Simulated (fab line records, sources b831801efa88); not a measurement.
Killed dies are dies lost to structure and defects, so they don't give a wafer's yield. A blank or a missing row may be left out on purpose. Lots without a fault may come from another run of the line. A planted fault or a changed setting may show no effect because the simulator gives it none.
One fault seen from 2 desks | flow gf180mcu | each desk has only its own numbers; what lay behind them comes last

THE METROLOGY DESK
What the gauges read, lot by lot, whatever tool the lot ran on: means of the sampled wafers that have a number. A lot is out of limits, marked OUT, if its mean lies more than 4 standard deviations from the usual mean; the brackets give that distance.
Columns: A = cd_nm at GF_M1_CD_MEAS_14, usual 229.8 nm; B = M1_OVL at GF_M1_OVL_MEAS_15, usual -1 nm; C = V1_CVD_00_THK at GF_V1_THK_MEAS_01, usual 600 nm; D = V1_CVD_02_THK at GF_V1_THK_MEAS_03, usual 851 nm
lot  | first seen here | A     | B  | C   | D
L468 | day 18 16:57    | 231.1 | -5 | 599 | 847
L470 | day 19 17:00    | 230.3 | 1  | 601 | 855
L479 | day 22 18:35    | 229.1 | -1 | 602 | 874
L480 | day 22 22:50    | 229.2 | -8 | 599 | 875
L486 | day 25 01:41    | 229.8 | -8 | 598 | 854
L487 | day 25 01:59    | 227.3 | 3  | 600 | 844
This desk's finding: nothing out of limits on any of the 6 lots.

THE TOOL OWNER'S DESK: pecvd-02
The tool's own readings at GF_V1_CVD_02 (deposits SiO2 from TEOS, target thk 850 nm, time 94.851 s): means of the sampled wafers that have a number, for each lot that ran on this tool. A lot is out of limits, marked OUT, if its mean lies more than 4 standard deviations from the usual mean; the brackets give that distance.
Columns: A = heater_power_w at GF_V1_CVD_02, usual 699 W; B = run_length_s at GF_V1_CVD_02, usual 122.7 s
lot  | first seen here | A   | B
L468 | day 18 17:56    | 887 | 122.2
L470 | day 19 17:57    | 831 | 122.5
L479 | day 22 19:33    | 805 | 125.3 (+5.4) OUT
L480 | day 22 23:47    | 843 | 125.0 (+4.7) OUT
This desk's finding: out of limits on L479, L480; first on L479, day 22 19:33 (run_length_s at GF_V1_CVD_02). In limits: L468, L470.

PUT TOGETHER
The tool owner's desk could have raised an alarm at day 22 19:33, on L479, L480.
The metrology desk saw nothing out of limits.
The metrology desk has L479, L480 on record, within its limits.
Of the lots named, all ran GF_V1_CVD_02 on pecvd-02.

WHAT THE SIMULATOR HAD PUT IN
Process parameter drift: pecvd-02, from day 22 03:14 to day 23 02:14, at GF_V1_CVD_02. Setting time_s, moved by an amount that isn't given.
Lots struck among those shown: L479, L480.
Hours from the fault's start to each desk's first reading out of limits: the tool owner's desk, 16.
